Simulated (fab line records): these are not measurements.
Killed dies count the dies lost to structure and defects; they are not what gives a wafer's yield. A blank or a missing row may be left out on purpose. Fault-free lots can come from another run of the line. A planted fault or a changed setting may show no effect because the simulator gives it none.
2 desks looking at one fault ; flow gf180mcu ; numbers are kept per desk, each desk with only its own; the story behind them comes last

## THE METROLOGY DESK
Means of the sampled wafers that have a number, per lot and without regard to the tool the lot ran on: this is what the gauges read. Marked OUT: a lot whose mean sits more than 4 standard deviations from the usual mean, which makes it out of limits; the brackets give that distance.
Columns: A = V4_CVD_00_THK at GF_V4_THK_MEAS_01, usual 601 nm; B = MIM_CVD_05_THK at GF_MIM_THK_MEAS_06, usual 42.0 nm
lot;first seen here;A;B
L972;day 22 19:59;600;42.2
L975;day 24 09:25;598;42.3
L977;day 25 06:17;597;41.9
L976;day 25 07:27;597;41.8
L978;day 25 19:18;599;41.9
L979;day 25 20:17;600;42.4
L980;day 26 17:26;595;42.3
L982;day 27 09:39;597;42.7
L983;day 27 11:38;605;41.8
L986;day 28 05:35;594;41.4
L985;day 28 07:21;607;42.6
L988;day 28 18:28;605;33.5 (-17) OUT
L990;day 29 07:50;601;37.7 (-8.4) OUT
This desk's result: L988, L990 out of limits, first on L988 (MIM_CVD_05_THK at GF_MIM_THK_MEAS_06), day 29 15:55. L972, L975, L977, L976, L978, L979, L980, L982, L983, L986, L985 stayed within limits.

## AT THE TOOL OWNER'S DESK: pecvd-02
The tool's own readings at GF_MIM_CVD_05 (deposits Si3N4, target thk 42 nm, time 29.086 s): means of the sampled wafers that have a number, for each lot that ran on this tool. Marked OUT: a lot whose mean sits more than 4 standard deviations from the usual mean, which makes it out of limits; the brackets give that distance.
Columns: A = heater_power_w at GF_MIM_CVD_05, usual 674 W; B = run_length_s at GF_MIM_CVD_05, usual 57.1 s
lot;first seen here;A;B
L977;day 26 05:29;679;57.1
L979;day 26 19:48;704;57.4
L980;day 27 15:47;716;57.2
L983;day 28 08:57;606;57.0
L986;day 29 02:02;597;57.1
L988;day 29 15:52;638;51.9 (-13) OUT
L990;day 30 05:07;626;54.1 (-7.6) OUT
This desk finds L988, L990 out of limits, L988 being first, at day 29 15:52 (run_length_s at GF_MIM_CVD_05). L977, L979, L980, L983, L986 stayed within limits.

## PUT TOGETHER
The tool owner's desk could have raised an alarm at day 29 15:52, on L988, L990.
L988, L990 would have let the metrology desk raise an alarm at day 29 15:55.
The lots listed all ran GF_MIM_CVD_05 on pecvd-02.

## WHAT HAD BEEN PUT IN BY THE SIMULATOR
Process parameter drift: pecvd-02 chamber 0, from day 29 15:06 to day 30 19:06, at GF_MIM_CVD_05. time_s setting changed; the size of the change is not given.
Shown lots that were struck: L988, L990.
Counting hours from when the fault started, the first reading out of limits came at 1 for the tool owner's desk and at 1 for the metrology desk.
